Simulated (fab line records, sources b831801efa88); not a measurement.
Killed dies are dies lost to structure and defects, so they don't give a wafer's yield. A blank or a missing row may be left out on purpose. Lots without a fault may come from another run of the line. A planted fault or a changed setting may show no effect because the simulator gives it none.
Which tool did it? | flow sky130 | 10 lots, 30 wafers sampled, at 3 steps of a route of 708

WHAT THE GAUGES READ, wafer by wafer
SKY_LI_CONTACT_CD_MEAS_12: target cd 170 nm. Usual: cd_nm 170.2 nm, standard deviation 1.3.
lot  | measured     | on        | cd_nm (nm)        | flag
L796 | day 29 18:04 | cd_sem-01 | 169.2 169.5 168.8 |
L800 | day 31 00:23 | cd_sem-01 | 169.2 168.9 167.9 |
L801 | day 31 06:11 | cd_sem-01 | 169.4 169.6 169.7 |
L802 | day 31 14:44 | cd_sem-01 | 168.9 169.3 170.1 |
L806 | day 33 07:59 | cd_sem-02 | 169.4 170.7 170.2 |
L811 | day 34 12:25 | cd_sem-02 | 171.3 171.9 172.2 |
L813 | day 35 05:04 | cd_sem-01 | 172.4 172.9 171.8 |
L814 | day 35 07:46 | cd_sem-02 | 168.8 169.3 169.6 |
L815 | day 35 21:55 | cd_sem-01 | 169.9 168.5 168.8 |
L817 | day 36 03:17 | cd_sem-02 | 170.0 170.3 170.4 |

SKY_LOCAL_INTERCONNECT_CD_MEAS_11: target cd 170 nm. Usual: cd_nm 169.6 nm, standard deviation 1.3.
lot  | measured     | on        | cd_nm (nm)        | flag
L796 | day 30 22:52 | cd_sem-01 | 168.6 169.7 168.3 |
L800 | day 32 05:56 | cd_sem-02 | 171.4 171.9 172.2 |
L801 | day 32 11:13 | cd_sem-01 | 169.5 168.4 166.9 |
L802 | day 32 19:11 | cd_sem-02 | 171.9 171.3 169.6 |
L806 | day 34 11:44 | cd_sem-01 | 171.4 169.5 170.8 |
L811 | day 35 16:39 | cd_sem-01 | 169.2 171.2 171.4 |
L813 | day 36 09:09 | cd_sem-01 | 171.3 171.5 170.9 |
L814 | day 36 11:24 | cd_sem-02 | 169.7 169.5 169.5 |
L815 | day 37 01:01 | cd_sem-01 | 168.6 167.7 168.4 |
L817 | day 37 06:40 | cd_sem-02 | 167.9 168.0 168.7 |

WHICH TOOL RAN EACH LOT (tool, then ch and the chambers of the sampled wafers, then the start)
lot  | SKY_LI_CONTACT_ETCH_15
L796 | rie_diel-01 ch 0,1,3, day 29 18:13
L800 | rie_diel-04 ch 0,1, day 31 00:34
L801 | rie_diel-04 ch 1,2,3, day 31 06:19
L802 | rie_diel-04 ch 0,1,2, day 31 14:55
L806 | rie_diel-02 ch 0,2,3, day 33 08:10
L811 | rie_diel-02 ch 0,1,2, day 34 12:37
L813 | rie_diel-04 ch 0,3, day 35 05:16
L814 | rie_diel-04 ch 2,3, day 35 07:58
L815 | rie_diel-01 ch 0,3, day 35 22:07
L817 | rie_diel-04 ch 0,1, day 36 03:28
- SKY_LI_CONTACT_ETCH_15: etches PSG in C4F8/O2/Ar, stops on Si, target depth 600 nm.

WHAT THE TOOLS THEMSELVES READ (means of the sampled wafers that have a number; where no wafer has one, the mark that the record gives instead)
SKY_LI_CONTACT_ETCH_15. Usual: bias_w 1201 W, standard deviation 3.4; chamber_pressure_mTorr 40.00 mTorr, standard deviation 0.034; oes_product_au 0.837 a.u., standard deviation 0.0042.
lot  | tool        | bias_w (W) | chamber_pressure_mTorr (mTorr) | oes_product_au (a.u.) | flag
L796 | rie_diel-01 | 1198       | 40.00                          | 0.839                 |
L800 | rie_diel-04 | 1198       | 40.00                          | 0.834                 |
L801 | rie_diel-04 | 1204       | 40.01                          | 0.834                 |
L802 | rie_diel-04 | 1201       | 40.01                          | 0.842                 |
L806 | rie_diel-02 | 1204       | 40.02                          | 0.837                 |
L811 | rie_diel-02 | 1203       | 40.00                          | 0.838                 |
L813 | rie_diel-04 | 1201       | 40.02                          | 0.830                 |
L814 | rie_diel-04 | 1202       | 39.93                          | 0.835                 |
L815 | rie_diel-01 | 1197       | 39.97                          | 0.840                 |
L817 | rie_diel-04 | 1201       | 40.01                          | 0.838                 |

THE ANSWER, worked out from the rows above alone
Rule: a lot is off if the mean of its wafers that have a number lies more than 3 standard deviations from the usual mean. A lot without any number at a reading at which 4 lots or more have one is off too. The other lots that the step has rows for count as sound. The gauges are gone through in route order, then the tools' own readings, and for those a lot's mean is taken as printed above. The first step at which some lot is off is used, and at that step the reading that is off furthest; a lot without a number counts as furthest.
No lot is off at any reading shown: from this, nothing can be told.

WHAT THE SIMULATOR HAD PUT IN
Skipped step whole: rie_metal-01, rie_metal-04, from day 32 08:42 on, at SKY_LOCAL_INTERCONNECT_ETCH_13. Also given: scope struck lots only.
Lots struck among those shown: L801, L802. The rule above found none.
